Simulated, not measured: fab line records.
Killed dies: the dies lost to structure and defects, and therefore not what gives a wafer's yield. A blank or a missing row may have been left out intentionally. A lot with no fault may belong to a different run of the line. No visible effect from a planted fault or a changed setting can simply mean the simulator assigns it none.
A single fault, viewed from 2 desks + flow sky130 + only its own numbers are on each desk; what lay behind them is given at the end

FROM THE METROLOGY DESK
What the gauges read, lot by lot, whatever tool the lot ran on: means of the sampled wafers that have a number. Any lot whose mean is over 4 standard deviations away from the usual mean is out of limits and marked OUT; that distance is given in the brackets.
Columns: A = CONTACT_CVD_00_THK at SKY_CONTACT_THK_MEAS_01, usual 74.9 nm; B = CONTACT_OVL at SKY_CONTACT_OVL_MEAS_15, usual 2 nm
| lot  | first seen here | A    | B  |
|------|-----------------|------|----|
| L686 | day 30 15:02    | 75.1 | 1  |
| L687 | day 30 20:33    | 75.3 | 2  |
| L688 | day 31 08:50    | 74.0 | -3 |
| L689 | day 31 17:31    | 75.0 | 0  |
| L692 | day 32 16:29    | 74.9 | 8  |
| L694 | day 33 08:00    | 75.0 | 0  |
| L696 | day 33 20:59    | 76.2 | 3  |
| L697 | day 34 08:45    | 74.9 | 5  |
| L699 | day 34 19:32    | 74.9 | -3 |
| L703 | day 36 11:58    | 74.5 | -2 |
| L705 | day 36 13:39    | 73.8 | 8  |
| L706 | day 36 19:56    | 74.9 | 1  |
| L707 | day 37 04:41    | 75.2 | 2  |
| L708 | day 37 12:55    | 75.4 | 3  |
Finding of this desk: none of the 14 lots has anything out of limits.

AT THE TOOL OWNER'S DESK: rie_metal-01
The tool's own readings at SKY_METAL2_ETCH_18 (etches BARC in N2/H2, stops on SiO2, time 45.9 s, target depth 60 nm): means of the sampled wafers that have a number, for each lot that ran on this tool. Any lot whose mean is over 4 standard deviations away from the usual mean is out of limits and marked OUT; that distance is given in the brackets.
Columns: A = chamber_pressure_mTorr at SKY_METAL2_ETCH_18, usual 29.997 mTorr; B = drypump_motor_current_A at SKY_METAL2_ETCH_18, usual 5.5 A; C = oes_product_au at SKY_METAL2_ETCH_18, usual 0.855 a.u.; D = throttle_valve_pct at SKY_METAL2_ETCH_18, usual 13.224 %
| lot  | first seen here | A      | B   | C     | D      |
|------|-----------------|--------|-----|-------|--------|
| L696 | day 38 09:58    | 29.995 | 5.2 | 0.854 | 13.220 |
| L697 | day 38 21:07    | 30.027 | 5.2 | 0.854 | 13.230 |
| L699 | day 39 07:07    | 29.996 | 5.3 | 0.861 | 13.226 |
Finding of this desk: none of the 3 lots has anything out of limits.

PUT TOGETHER
Nothing out of limits was seen by the metrology desk.
The tool owner's desk saw nothing out of limits.

WHAT THE SIMULATOR HAD PUT IN
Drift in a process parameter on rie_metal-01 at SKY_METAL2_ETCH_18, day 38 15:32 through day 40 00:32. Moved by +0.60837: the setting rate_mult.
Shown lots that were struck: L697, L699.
